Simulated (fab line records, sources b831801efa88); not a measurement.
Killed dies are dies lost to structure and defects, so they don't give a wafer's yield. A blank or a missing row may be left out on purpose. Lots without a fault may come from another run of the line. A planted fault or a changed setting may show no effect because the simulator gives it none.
fab line records | flow sky130
record lots=13 wafers=39 last_day=50
route steps=708 shown DNWELL@39 PWDE@55 LI_CONTACT@383 METAL1@440 METAL2@485
lots that met no fault: from a run of the same line without faults
start_h: hours from the record's first day to the start of the lot's first wafer shown | wait_h: hours since the lot's step before | " the same as in the row above | L1.1+2: a row that stands for several wafers | - no value, or no start given | * or withheld: withheld | < > ~ a bound
route shown NAME@n: a module of which the file shows steps, and the number in the route of the first | usual: mean/standard deviation of fault-free wafers | same: alike in all rows | chamber/n: place in a boat | sites: the reading at each site | _std_site: their standard deviation | _edge_site: outer sites' mean less inner sites' | radius_mm: how far each site lies from the wafer's centre | mask NAME#n: copy n | behind: the tool/chamber that last shaped the wafer | hold: why the lot was held/for how many hours/how that ended | device: the transistor (n, p or np) that didn't switch | end of line: the same wafers' tests at the end of the route | a step without rows: its recipe alone | killed: dies lost to structure and defects at the first sort, not the wafer's yield | map: a wafer's dies, x killed, . not, _ none there
set.NAME: the setting as run; set.NAME@STEP: as run at that earlier step | model.NAME: the simulator's own value behind a step, which no gauge read
steps of the route over a sample of lots; a table a step, a row a wafer
services: from which hour (start_h, from the record's first day; less than 0 if before it) a tool's chamber was out of use, for how many hours, and why
## steps
# step SKY_DNWELL_EXPOSE_04
# recipe mask_id=DNM na=0.57 target_cd_nm=3000 dose_mj=222
# usual exposure_dose_mJ_cm2=221.98/0.24
# columns lot.wafer tool chamber start_h wait_h mask exposure_dose_mJ_cm2
L672.2 iline_stepper-01 0 42.23 - DNM#0 221.97
L672.3 " 0 " " DNM#0 222.29
L672.6 " 0 " " DNM#0 221.99
L673.2 iline_stepper-02 0 51.43 - DNM#0 222.40
L673.3 " 0 " " DNM#0 222.28
L673.6 " 0 " " DNM#0 222.22
L675.2 iline_stepper-02 0 58.84 - DNM#0 221.85
L675.4 " 0 " " DNM#0 221.74
L675.6 " 0 " " DNM#0 221.99
L676.1 iline_stepper-02 0 66.93 - DNM#0 221.86
L676.3 " 0 " " DNM#0 221.94
L676.5 " 0 " " DNM#0 221.57
L677.2 iline_stepper-02 0 71.97 - PWDEM#0 221.72
L677.4 " 0 " " PWDEM#0 221.96
L677.5 " 0 " " PWDEM#0 221.89
L678.3 iline_stepper-01 0 78.15 - DNM#0 222.02
L678.4 " 0 " " DNM#0 222.01
L678.5 " 0 " " DNM#0 221.84
L679.3 iline_stepper-01 0 82.77 - DNM#0 221.81
L679.4 " 0 " " DNM#0 222.26
L679.5 " 0 " " DNM#0 222.08
L683.1 iline_stepper-02 0 102.52 - DNM#0 221.79
L683.2 " 0 " " DNM#0 222.15
L683.4 " 0 " " DNM#0 222.19
L686.3 iline_stepper-01 0 117.75 - DNM#0 222.14
L686.4 " 0 " " DNM#0 222.31
L686.6 " 0 " " DNM#0 222.21
L689.1 iline_stepper-01 0 137.47 - DNM#0 221.99
L689.3 " 0 " " DNM#0 221.53
L689.5 " 0 " " DNM#0 221.70
L692.1 iline_stepper-02 0 150.61 - DNM#0 222.01
L692.2 " 0 " " DNM#0 222.03
L692.3 " 0 " " DNM#0 222.12
L694.1 iline_stepper-02 0 160.44 - DNM#0 222.14
L694.3 " 0 " " DNM#0 222.20
L694.6 " 0 " " DNM#0 222.20
L695.1 iline_stepper-02 0 176.25 - DNM#0 221.67
L695.2 " 0 " " DNM#0 221.78
L695.4 " 0 " " DNM#0 222.13
# step SKY_DNWELL_TW_MEAS_09
# usual DNWELL_TW=1104/7.9
# columns lot.wafer tool chamber start_h wait_h DNWELL_TW
L672.2 film_metro-01 - 49.71 0.1 1097
L672.3 " - " " 1097
L672.6 " - " " 1097
L673.2 film_metro-01 - 59.25 0.1 1096
L673.3 " - " " 1098
L673.6 " - " " 1092
L675.2 film_metro-03 - 67.50 0.1 1115
L675.4 " - " " 1116
L675.6 " - " " 1117
L676.1 film_metro-01 - 75.68 0.1 1095
L676.3 " - " " 1093
L676.5 " - " " 1094
L677.2 film_metro-01 - 81.19 0.1 29
L677.4 " - " " 29
L677.5 " - " " 30
L678.3 film_metro-01 - 86.60 0.1 1092
L678.4 " - " " 1090
L678.5 " - " " 1092
L679.3 film_metro-02 - 91.82 0.1 1101
L679.4 " - " " 1100
L679.5 " - " " 1101
L683.1 film_metro-01 - 112.03 0.1 1103
L683.2 " - " " 1102
L683.4 " - " " 1104
L686.3 film_metro-02 - 126.97 0.1 1104
L686.4 " - " " 1110
L686.6 " - " " 1102
L689.1 film_metro-03 - 147.68 0.1 1105
L689.3 " - " " 1105
L689.5 " - " " 1103
L692.1 film_metro-03 - 160.83 0.1 1112
L692.2 " - " " 1109
L692.3 " - " " 1116
L694.1 film_metro-01 - 170.24 0.1 1106
L694.3 " - " " 1105
L694.6 " - " " 1106
L695.1 film_metro-03 - 186.79 0.1 1117
L695.2 " - " " 1113
L695.4 " - " " 1115
# step SKY_PWDE_TW_MEAS_10
# usual PWDE_TW=368.5/2.4
# columns lot.wafer tool chamber start_h wait_h PWDE_TW
L672.2 film_metro-01 - 65.73 0.1 366.4
L672.3 " - " " 364.9
L672.6 " - " " 367.2
L673.2 film_metro-03 - 76.03 0.1 366.4
L673.3 " - " " 367.5
L673.6 " - " " 367.5
L675.2 film_metro-03 - 84.44 0.1 368.1
L675.4 " - " " 367.1
L675.6 " - " " 371.2
L676.1 film_metro-02 - 93.13 0.1 367.7
L676.3 " - " " 368.4
L676.5 " - " " 367.9
L677.2 film_metro-02 - 99.19 0.1 1119.9
L677.4 " - " " 1121.5
L677.5 " - " " 1111.3
L678.3 film_metro-01 - 104.14 0.1 367.8
L678.4 " - " " 365.7
L678.5 " - " " 365.8
L679.3 film_metro-03 - 109.60 0.1 367.8
L679.4 " - " " 367.2
L679.5 " - " " 368.4
L683.1 film_metro-03 - 130.23 0.1 369.6
L683.2 " - " " 370.7
L683.4 " - " " 367.2
L686.3 film_metro-02 - 146.04 0.1 373.9
L686.4 " - " " 371.5
L686.6 " - " " 371.5
L689.1 film_metro-01 - 167.17 0.1 363.8
L689.3 " - " " 366.3
L689.5 " - " " 363.9
L692.1 film_metro-01 - 180.62 0.1 367.7
L692.2 " - " " 363.6
L692.3 " - " " 368.5
L694.1 film_metro-03 - 190.47 0.1 369.6
L694.3 " - " " 368.8
L694.6 " - " " 370.7
L695.1 film_metro-01 - 208.82 0.1 372.8
L695.2 " - " " 370.8
L695.4 " - " " 371.8
# step SKY_LI_CONTACT_CVD_21
# recipe material=W target_thk_nm=400 time_s=120.56 temp_c=403.7 pressure_torr=40
# usual heater_power_w=890/54
# columns lot.wafer tool chamber start_h wait_h heater_power_w
L672.2 cvd_w-01 0 674.75 0.0 930
L672.3 " 0 " " 949
L672.6 " 0 " " 922
L673.2 cvd_w-02 1 687.95 0.0 907
L673.3 " 1 " " 884
L673.6 " 1 " " 940
L675.2 cvd_w-01 1 695.90 0.0 820
L675.4 " 0 " " 954
L675.6 " 1 " " 824
L676.1 cvd_w-01 0 716.40 0.0 945
L676.3 " 0 " " 944
L676.5 " 1 " " 820
L677.2 cvd_w-01 0 720.72 0.0 939
L677.4 " 0 " " 980
L677.5 " 1 " " 830
L678.3 cvd_w-02 0 729.14 0.1 858
L678.4 " 1 " " 904
L678.5 " 0 " " 849
L679.3 cvd_w-02 0 741.37 0.1 849
L679.4 " 1 " " 900
L679.5 " 1 " " 906
L683.1 cvd_w-01 1 765.55 0.0 825
L683.2 " 0 " " 958
L683.4 " 0 " " 949
L686.3 cvd_w-02 1 787.22 0.1 918
L686.4 " 0 " " 854
L686.6 " 0 " " 840
L689.1 cvd_w-02 1 815.95 0.0 898
L689.3 " 0 " " 859
L689.5 " 0 " " 857
L692.1 cvd_w-02 0 834.34 0.0 867
L692.2 " 1 " " 927
L692.3 " 0 " " 832
L694.1 cvd_w-01 0 846.83 0.0 961
L694.3 " 0 " " 950
L694.6 " 0 " " 984
L695.1 cvd_w-02 0 869.52 0.0 863
L695.2 " 1 " " 949
L695.4 " 0 " " 860
# step SKY_METAL1_THK_MEAS_06
# recipe thk_meas_gauge=xrf reads=AlCu_of_METAL1_SPUTTER_02
# usual METAL1_ALCU_THK=248/3
# columns lot.wafer tool chamber start_h wait_h METAL1_ALCU_THK[nm]
L672.2 film_metro-02 - 734.43 0.1 245
L672.3 " - " " 245
L672.6 " - " " 246
L673.2 film_metro-01 - 747.73 0.1 246
L673.3 " - " " 246
L673.6 " - " " 247
L675.2 film_metro-02 - 755.01 0.1 243
L675.4 " - " " 242
L675.6 " - " " 245
L676.1 film_metro-01 - 775.66 0.1 249
L676.3 " - " " 248
L676.5 " - " " 246
L677.2 film_metro-02 - 778.44 0.1 246
L677.4 " - " " 251
L677.5 " - " " 248
L678.3 film_metro-02 - 787.29 0.1 251
L678.4 " - " " 249
L678.5 " - " " 251
L679.3 film_metro-03 - 799.09 0.1 246
L679.4 " - " " 243
L679.5 " - " " 245
L683.1 film_metro-01 - 823.33 0.1 248
L683.2 " - " " 250
L683.4 " - " " 248
L686.3 film_metro-02 - 844.66 0.1 249
L686.4 " - " " 252
L686.6 " - " " 253
L689.1 film_metro-01 - 871.33 0.1 254
L689.3 " - " " 252
L689.5 " - " " 257
L692.1 film_metro-02 - 890.86 0.1 247
L692.2 " - " " 242
L692.3 " - " " 246
L694.1 film_metro-02 - 902.63 0.1 246
L694.3 " - " " 243
L694.6 " - " " 246
L695.1 film_metro-02 - 923.55 0.1 248
L695.2 " - " " 247
L695.4 " - " " 247
# step SKY_METAL2_SPUTTER_02
# recipe material=AlCu target_thk_nm=250 power_w=10600 time_s=13.3 chamber_pressure_pa=0.4
# usual throttle_valve_pct=29.4/1.3
# columns lot.wafer tool chamber start_h wait_h throttle_valve_pct
L672.2 pvd_sputter-03 - 791.24 0.0 30.3
L672.3 " - " " 30.5
L672.6 " - " " 30.9
L673.2 pvd_sputter-02 - 804.85 0.0 29.3
L673.3 " - " " 31.0
L673.6 " - " " 29.9
L675.2 pvd_sputter-01 - 810.42 0.0 29.4
L675.4 " - " " 30.7
L675.6 " - " " 27.0
L676.1 pvd_sputter-03 - 831.45 0.0 30.0
L676.3 " - " " 30.0
L676.5 " - " " 30.0
L677.2 pvd_sputter-01 - 834.05 0.0 29.1
L677.4 " - " " 27.2
L677.5 " - " " 29.0
L678.3 pvd_sputter-01 - 842.36 0.0 29.0
L678.4 " - " " 30.9
L678.5 " - " " 26.9
L679.3 pvd_sputter-01 - 853.94 0.0 29.3
L679.4 " - " " 26.9
L679.5 " - " " 29.6
L683.1 pvd_sputter-01 - 877.14 0.0 31.0
L683.2 " - " " 29.2
L683.4 " - " " 27.4
L686.3 pvd_sputter-01 - 898.50 0.0 31.0
L686.4 " - " " 29.6
L686.6 " - " " 26.8
L689.1 pvd_sputter-02 - 925.40 0.0 29.7
L689.3 " - " " 30.1
L689.5 " - " " 30.9
L692.1 pvd_sputter-01 - 943.69 0.0 27.1
L692.2 " - " " 29.3
L692.3 " - " " 29.2
L694.1 pvd_sputter-01 - 958.47 0.0 30.8
L694.3 " - " " 29.4
L694.6 " - " " 31.0
L695.1 pvd_sputter-01 - 974.57 0.0 29.2
L695.2 " - " " 30.8
L695.4 " - " " 26.9
## services
# columns tool chamber start_h hours kind
cvd_w-02 0 23.59 2.4 repair
iline_stepper-02 - 41.90 1.7 pm
iline_stepper-02 - 44.79 3.8 repair
cvd_w-02 - 46.97 1.0 repair
cvd_w-02 1 102.07 8.7 repair
iline_stepper-02 - 259.97 1.7 pm
cvd_w-02 1 302.03 13.1 repair
pvd_sputter-01 - 330.39 19.8 repair
cvd_w-02 0 339.97 5.7 repair
iline_stepper-02 - 478.15 1.7 pm
cvd_w-02 - 550.02 1.7 repair
pvd_sputter-01 - 563.10 3.6 repair
cvd_w-02 - 570.79 2.0 repair
cvd_w-02 - 581.13 2.1 repair
iline_stepper-02 - 657.23 8.9 pm
iline_stepper-02 - 696.33 1.7 pm
cvd_w-02 - 707.99 1.4 repair
pvd_sputter-01 - 708.20 3.8 repair
pvd_sputter-01 - 711.04 26.1 repair
cvd_w-02 - 750.33 2.8 pm
pvd_sputter-01 - 851.15 2.5 repair
cvd_w-02 - 904.00 14.0 pm
iline_stepper-02 - 914.55 1.7 pm
iline_stepper-02 - 963.01 4.4 pm
## key
first_sign step=SKY_DNWELL_EXPOSE_04 reading=mask direction=changed
effect step=SKY_DNWELL_TW_MEAS_09 reading=DNWELL_TW direction=down sigmas=99+ usual=1104 struck=29
effect step=SKY_PWDE_TW_MEAS_10 reading=PWDE_TW direction=up sigmas=99+ usual=368.5 struck=1117.6
met_at SKY_DNWELL_EXPOSE_04
struck_lots L677
sort_left_out L677.2,L677.4,L677.5
tester_left_out L677
not_acting_at SKY_LI_CONTACT_CVD_21,SKY_METAL1_THK_MEAS_06,SKY_METAL2_SPUTTER_02
onset_between 66.93 71.97
fault kind=wrong_mask tool=any chamber=- onset_h=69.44 steps=SKY_DNWELL_EXPOSE_04 aux_copy=PWDEM#0 scope=struck_lots_only
# tester_left_out: of these lots the tester's yield and bins aren't shown, on N5 and GAA mostly nor the transistor test; their killed dies are dies lost to structure and defects alone, not to doping, threshold or leakage, so they don't give the yield
# sort_left_out: the simulated sort isn't trusted on such a fault, so these wafers' sort isn't shown, and their yield isn't known
